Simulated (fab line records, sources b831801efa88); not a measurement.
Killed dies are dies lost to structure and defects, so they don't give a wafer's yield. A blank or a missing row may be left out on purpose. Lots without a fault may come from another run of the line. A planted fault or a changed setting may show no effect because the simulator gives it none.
Which tool did it? | flow sky130 | 11 lots, 33 wafers sampled, at 7 steps of a route of 708

WHAT THE GAUGES READ, wafer by wafer
SKY_LDD_HVN_OVL_MEAS_07.
lot  | measured     | on         | LDD_HVN_OVL (nm)
L915 | day 19 23:51 | overlay-02 | 0.3 0.2 0.1
L918 | day 21 11:27 | overlay-01 | 0.2 0.8 0.2
L919 | day 21 18:29 | overlay-01 | -0.3 -1.7 0.3
L920 | day 22 00:25 | overlay-01 | 1.8 2.1 1.6
L924 | day 23 14:09 | overlay-02 | -1.1 1.0 0.2
L926 | day 24 08:18 | overlay-02 | 1.2 0.3 1.0
L927 | day 24 19:24 | overlay-02 | -2.0 0.5 -0.3
L929 | day 25 14:04 | overlay-01 | 1.3 1.6 1.8
L934 | day 27 07:39 | overlay-01 | -0.5 -1.4 -0.4
L936 | day 28 00:23 | overlay-01 | 0.8 0.4 0.4
L938 | day 28 15:54 | overlay-01 | -0.4 1.2 -1.8

SKY_POLY_CUT_OVL_MEAS_09.
lot  | measured     | on         | POLY_CUT_OVL (nm)
L915 | day 23 23:37 | overlay-02 | -3 -7 -6
L918 | day 25 09:43 | overlay-02 | -1 -12 -1
L919 | day 25 15:53 | overlay-01 | -5 0 -3
L920 | day 25 22:07 | overlay-01 | -1 -7 3
L924 | day 27 08:08 | overlay-01 | -14 -4 -10
L926 | day 28 03:28 | overlay-01 | -3 -5 -4
L927 | day 28 12:49 | overlay-01 | -1 -2 -6
L929 | day 29 07:04 | overlay-01 | -6 -6 -9
L934 | day 30 23:16 | overlay-01 | -8 -7 -4
L936 | day 31 14:02 | overlay-01 | -6 -3 2
L938 | day 32 03:37 | overlay-02 | 1 0 -6

SKY_SD_N_TW_MEAS_12.
lot  | measured     | on            | SD_N_TW
L915 | day 27 16:00 | film_metro-02 | 3940 3925 3935
L918 | day 29 00:46 | film_metro-02 | 3912 3900 3929
L919 | day 29 06:03 | film_metro-03 | 3964 3966 3986
L920 | day 29 11:51 | film_metro-03 | 3968 3980 3995
L924 | day 30 20:46 | film_metro-03 | 4019 4019 3997
L926 | day 31 15:34 | film_metro-03 | 4019 4010 4010
L927 | day 32 00:27 | film_metro-03 | 3600 3606 3610
L929 | day 32 17:37 | film_metro-03 | 3615 3618 3623
L934 | day 34 07:37 | film_metro-02 | 3921 3918 3915
L936 | day 34 22:42 | film_metro-04 | 3995 4022 4013
L938 | day 35 11:43 | film_metro-04 | 4039 4023 4036

SKY_SD_N_RS_MEAS_16: measures by four-point-probe.
lot  | measured     | on            | SD_N_RS (ohm/sq)
L915 | day 27 16:20 | film_metro-02 | 68.48 68.41 68.47
L918 | day 29 01:03 | film_metro-04 | 68.66 68.68 68.74
L919 | day 29 06:20 | film_metro-04 | 68.77 68.64 68.75
L920 | day 29 12:09 | film_metro-02 | 68.55 68.50 68.39
L924 | day 30 21:04 | film_metro-04 | 68.71 68.51 68.53
L926 | day 31 15:52 | film_metro-04 | 68.75 68.59 68.61
L927 | day 32 00:44 | film_metro-02 | 82.87 82.87 83.09
L929 | day 32 17:55 | film_metro-04 | 82.74 82.69 82.77
L934 | day 34 07:55 | film_metro-03 | 68.37 68.47 68.42
L936 | day 34 23:02 | film_metro-04 | 68.54 68.45 68.56
L938 | day 35 12:01 | film_metro-04 | 68.69 68.48 68.70

SKY_LI_CONTACT_CD_MEAS_12: target cd 170 nm.
lot  | measured     | on        | cd_nm (nm)
L915 | day 28 21:31 | cd_sem-02 | 169.7 168.6 169.3
L918 | day 30 05:46 | cd_sem-02 | 171.7 170.4 170.7
L919 | day 30 10:39 | cd_sem-01 | 166.1 167.3 165.1
L920 | day 30 16:18 | cd_sem-01 | 166.6 167.0 168.1
L924 | day 32 00:52 | cd_sem-02 | 168.9 171.6 170.5
L926 | day 32 19:37 | cd_sem-01 | 170.2 169.0 168.9
L927 | day 33 03:51 | cd_sem-01 | 169.9 170.8 170.7
L929 | day 33 21:31 | cd_sem-02 | 169.1 168.8 169.6
L934 | day 35 10:25 | cd_sem-01 | 172.1 172.3 172.2
L936 | day 36 02:24 | cd_sem-02 | 172.0 170.6 171.4
L938 | day 36 15:07 | cd_sem-02 | 170.1 167.9 168.7

WHICH TOOL RAN EACH LOT (tool, then ch and the chambers of the sampled wafers, then the start)
lot  | SKY_SD_N_IMPLANT_09             | SKY_SD_N_STRIP_11
L915 | implanter-02 ch 0, day 27 15:36 | plasma_asher-04 ch 0,1, day 27 15:54
L918 | implanter-04 ch 0, day 29 00:22 | plasma_asher-01 ch 0,1, day 29 00:39
L919 | implanter-04 ch 0, day 29 05:39 | plasma_asher-03 ch 0,1, day 29 05:57
L920 | implanter-02 ch 0, day 29 11:27 | plasma_asher-04 ch 0,1, day 29 11:45
L924 | implanter-04 ch 0, day 30 20:23 | plasma_asher-04 ch 0,1, day 30 20:39
L926 | implanter-02 ch 0, day 31 15:11 | plasma_asher-03 ch 0,1, day 31 15:27
L927 | implanter-04 ch 0, day 32 00:03 | plasma_asher-04 ch 0, day 32 00:21
L929 | implanter-04 ch 0, day 32 17:14 | plasma_asher-04 ch 0,1, day 32 17:30
L934 | implanter-03 ch 0, day 34 07:14 | plasma_asher-03 ch 0,1, day 34 07:30
L936 | implanter-02 ch 0, day 34 22:18 | plasma_asher-03 ch 0,1, day 34 22:36
L938 | implanter-02 ch 0, day 35 11:20 | plasma_asher-04 ch 0,1, day 35 11:36
- SKY_SD_N_IMPLANT_09
- SKY_SD_N_STRIP_11: strips in O2/N2.

WHAT THE TOOLS THEMSELVES READ (means of the sampled wafers that have a number; where no wafer has one, the mark that the record gives instead)
SKY_SD_N_IMPLANT_09.
lot  | tool         | beam_energy_keV | faraday_current_uA
L915 | implanter-02 | 49.996          | 10761
L918 | implanter-04 | 49.987          | 11217
L919 | implanter-04 | 50.004          | 11157
L920 | implanter-02 | 50.004          | 10887
L924 | implanter-04 | 50.017          | 11091
L926 | implanter-02 | 50.003          | 10876
L927 | implanter-04 | 32.859          | 11116
L929 | implanter-04 | 32.879          | 11133
L934 | implanter-03 | 50.021          | 12975
L936 | implanter-02 | 49.989          | 10965
L938 | implanter-02 | 50.024          | 10933

SKY_SD_N_STRIP_11.
lot  | tool            | drypump_motor_current_A (A) | oes_product_au (a.u.) | strip_time_to_endpoint_s (s)
L915 | plasma_asher-04 | 5.4                         | 0.526                 | 22.55
L918 | plasma_asher-01 | 5.5                         | 0.530                 | 22.53
L919 | plasma_asher-03 | 6.2                         | 0.527                 | 22.54
L920 | plasma_asher-04 | 5.4                         | 0.530                 | 22.56
L924 | plasma_asher-04 | 5.4                         | 0.523                 | 22.53
L926 | plasma_asher-03 | 6.2                         | 0.530                 | 22.56
L927 | plasma_asher-04 | 5.3                         | 0.570                 | 20.00
L929 | plasma_asher-04 | 5.4                         | 0.569                 | 19.94
L934 | plasma_asher-03 | 6.2                         | 0.526                 | 22.53
L936 | plasma_asher-03 | 6.2                         | 0.529                 | 22.57
L938 | plasma_asher-04 | 5.4                         | 0.525                 | 22.53

THE ANSWER, worked out from the rows above alone
Rule: what is usual is taken from the lots themselves. Put in order of their means at a reading, lots are off if they are a third of the lots or fewer, leave a main group of 4 or more, and stand apart from it by a gap of 3 or more times the standard deviation of the main group's means; of several such gaps the widest counts. A main group whose means are all the same, to the digits that the tables above print for the reading, isn't used. A lot without any number at a reading at which 4 lots or more have one is off too. The other lots that the step has rows for count as sound. The gauges are gone through in route order, then the tools' own readings, and for those a lot's mean is taken as printed above. The first step at which some lot is off is used, and at that step the reading that is off furthest; a lot without a number counts as furthest.
Off: L927, L929, at SKY_SD_N_TW_MEAS_12 (SD_N_TW). The main group: mean 3976, standard deviation 42.
A tool fits if, at a process step before that reading, it ran every lot that is off, and no sound lot after the first of them. The gauges at SKY_SD_N_TW_MEAS_12 aren't tried: what is off there is off at SKY_SD_N_RS_MEAS_16 too, on other tools, and a gauge's error can't cause that. One fits: implanter-04 at SKY_SD_N_IMPLANT_09. Its last sound lot is L924 (day 30 20:23), its first lot that is off L927 (day 32 00:03): a fault that began between those two fits.
The tool's own readings at SKY_SD_N_IMPLANT_09 bear it out: on the lots that are off they differ by more than 5 times the standard deviation of the sound lots' means. beam_energy_keV reads 32.869 there against 50.005 on the sound lots.

WHAT THE SIMULATOR HAD PUT IN
Process parameter drift: implanter-04, from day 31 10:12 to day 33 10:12, at SKY_SD_N_IMPLANT_09. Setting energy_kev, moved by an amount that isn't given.
Lots struck among those shown: L927, L929. The rule above found the same.
